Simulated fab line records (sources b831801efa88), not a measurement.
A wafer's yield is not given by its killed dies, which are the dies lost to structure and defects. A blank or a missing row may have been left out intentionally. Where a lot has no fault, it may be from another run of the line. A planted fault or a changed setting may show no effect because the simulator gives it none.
A struck lot beside a sound one || flow sky130 || 15 out of 708 route steps
Sound: wafers L907.1, L907.3, L907.4. Struck: wafers L915.1, L915.6 (left out: L915.4, a lot-mate that was not struck); the cause follows at the end.
At each step with rows: each side's tool, then ch and its chambers, then its first start. Under that, the readings that differ: sound wafers || struck wafers || difference of the means || sigmas: that difference in standard deviations of wafers without a fault.
alike: a reading whose means differ by less than 2 such deviations, as well as words and numbers matching on both sides. not compared: withheld readings; readings where some wafer has no value; bounds like >300 that might hide an equal value; numbers whose values overlap and for which the record gives no deviation.
The two part at a step that has a row with sigmas, a row that says differs or no value, or rows on one side only. Numbers that have no deviation but don't overlap get no sigmas and don't part them. A reading missing from all wafers of one side parts the sides only when that side holds two or more wafers.

first, 1 step without rows for these wafers: SKY_METAL5_CLEAN_19 (cleans in O3/DIW).
SKY_PASSIVATION_CVD_00: deposits SiO2, target thk 90 nm.
  sound on pecvd-03 ch 0,1, day 44 04:01; struck on pecvd-04 ch 0,2, day 46 07:37
  alike: heater-power-w
SKY_PASSIVATION_THK_MEAS_01:
  sound on film-metro-04, day 44 04:03; struck on film-metro-01, day 46 07:38
  alike: PASSIVATION_CVD_00_THK
SKY_PASSIVATION_CVD_02: deposits Si3N4, target thk 540 nm.
  sound on pecvd-04 ch 0,2, day 44 04:07; struck on pecvd-01 ch 0,1, day 46 07:41
  alike: heater-power-w
SKY_PASSIVATION_THK_MEAS_03:
  sound on film-metro-01, day 44 04:20; struck on film-metro-02, day 46 07:55
  alike: PASSIVATION_CVD_02_THK
then, 7 steps without rows for these wafers: SKY_PASSIVATION_DEHYDRATE_04 (time 60 s); SKY_PASSIVATION_HMDS_05 (prime time 60 s); SKY_PASSIVATION_COAT_06 (resist thk 3000 nm); SKY_PASSIVATION_SOFTBAKE_07; SKY_PASSIVATION_EXPOSE_08 (exposes mask NSM, target cd 3000 nm); SKY_PASSIVATION_PEB_09; SKY_PASSIVATION_DEVELOP_10 (develop time 60 s).
SKY_PASSIVATION_ETCH_11: etches the open film in CF4/O2, stops on AlCu, target depth 725 nm, time 161.1 s.
  sound on rie-diel-03 ch 0,1,2, day 45 02:35; struck on rie-diel-03 ch 0, day 47 03:26
{"reading": "oes-product-au (a.u.)", "sound": "0.973 0.967 0.976", "struck": "0.794 0.788", "difference": -0.181, "sigmas": -24}
{"reading": "throttle-valve-pct (%)", "sound": "5.948 5.967 5.973", "struck": "5.923 5.914", "difference": -0.044, "sigmas": -5}
{"reading": "model.etch.depth-nm (nm)", "sound": "694.1 694.6 702.6", "struck": "489.8 485.8", "difference": -209.3, "sigmas": ""}
{"reading": "model.PASSIVATION.feature-depth-nm (nm)", "sound": "694.1 694.6 702.6", "struck": "489.8 485.8", "difference": -209.3, "sigmas": ""}
{"reading": "model.coat_of_PASSIVATION_COAT_06.thk-nm (nm)", "sound": "2500 2501 2513", "struck": "2653 2656", "difference": "+150", "sigmas": ""}
  alike: drypump-motor-current-A
  not compared: rf-hours-counter-h
SKY_PASSIVATION_STRIP_12: strips in O2/N2.
  sound on plasma-asher-04 ch 0,1, day 45 02:41; struck on plasma-asher-04 ch 0,1, day 47 03:32
{"reading": "strip-time-to-endpoint-s (s)", "sound": "31.32 31.33 31.48", "struck": "33.07 33.11", "difference": "+1.71", "sigmas": "+12"}
  alike: drypump-motor-current-A, oes-product-au
  not compared: rf-hours-counter-h
then, 1 step without rows for these wafers: SKY_PAD_OPEN_DEHYDRATE_00 (time 60 s).

## WHERE THEY PART
Earliest at SKY_PASSIVATION_ETCH_11; latest, in this record, at SKY_PASSIVATION_STRIP_12.

WHY: the cause the simulator had injected
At SKY_PASSIVATION_ETCH_11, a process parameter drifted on rie-diel-03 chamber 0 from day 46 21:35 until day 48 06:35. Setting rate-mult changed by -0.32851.
